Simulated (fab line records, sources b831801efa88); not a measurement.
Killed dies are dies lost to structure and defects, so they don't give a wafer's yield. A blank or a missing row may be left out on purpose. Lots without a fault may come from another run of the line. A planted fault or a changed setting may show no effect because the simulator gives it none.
One fault seen from 2 desks | flow gf180mcu | each desk has only its own numbers; what lay behind them comes last

THE TOOL OWNER'S DESK: pvd_sputter-03
The tool's own readings at GF_M3_SPUTTER_00 (material Ti, target thk 37.5 nm, time 150 s): means of the sampled wafers that have a number, for each lot that ran on this tool. A lot is out of limits, marked OUT, if its mean lies more than 4 standard deviations from the usual mean; the brackets give that distance.
Columns: A = cathode_dc_power_W at GF_M3_SPUTTER_00, usual 4000.1 W; B = throttle_valve_pct at GF_M3_SPUTTER_00, usual 29.7 %
lot  | first seen here | A                        | B
L965 | day 21 22:20    | 4000.5                   | 29.4
L971 | day 24 04:48    | 4000.0                   | 28.8
L975 | day 25 06:50    | 3096.2 (-99 or more) OUT | 29.5
L980 | day 26 22:53    | 3096.5 (-99 or more) OUT | 29.5
This desk's finding: out of limits on L975, L980; first on L975, day 25 06:50 (cathode_dc_power_W at GF_M3_SPUTTER_00). In limits: L965, L971.

THE METROLOGY DESK
What the gauges read, lot by lot, whatever tool the lot ran on: means of the sampled wafers that have a number. A lot is out of limits, marked OUT, if its mean lies more than 4 standard deviations from the usual mean; the brackets give that distance.
Columns: A = M3_ALCU_RS at GF_M3_RS_MEAS_05, usual 0.0695 ohm/sq
lot  | first seen here | A
L962 | day 20 23:15    | 0.0700
L963 | day 21 02:38    | 0.0695
L965 | day 21 22:34    | 0.0718
L967 | day 22 11:35    | 0.0698
L968 | day 23 05:51    | 0.0685
L969 | day 23 10:40    | 0.0692
L970 | day 23 13:00    | 0.0699
L971 | day 24 05:04    | 0.0701
L975 | day 25 07:04    | 0.0694
L976 | day 25 15:42    | 0.0693
L980 | day 26 23:06    | 0.0706
L981 | day 27 02:55    | 0.0690
L983 | day 27 22:43    | 0.0688
This desk's finding: nothing out of limits on any of the 13 lots.

PUT TOGETHER
The tool owner's desk could have raised an alarm at day 25 06:50, on L975, L980.
The metrology desk saw nothing out of limits.
The metrology desk has L975, L980 on record, within its limits.
Of the lots named, all ran GF_M3_SPUTTER_00 on pvd_sputter-03.

WHAT THE SIMULATOR HAD PUT IN
Process parameter drift: pvd_sputter-03, from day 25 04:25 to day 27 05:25, at GF_M3_SPUTTER_00. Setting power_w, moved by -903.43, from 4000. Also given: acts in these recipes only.
Lots struck among those shown: L975, L980.
Hours from the fault's start to each desk's first reading out of limits: the tool owner's desk, 2.
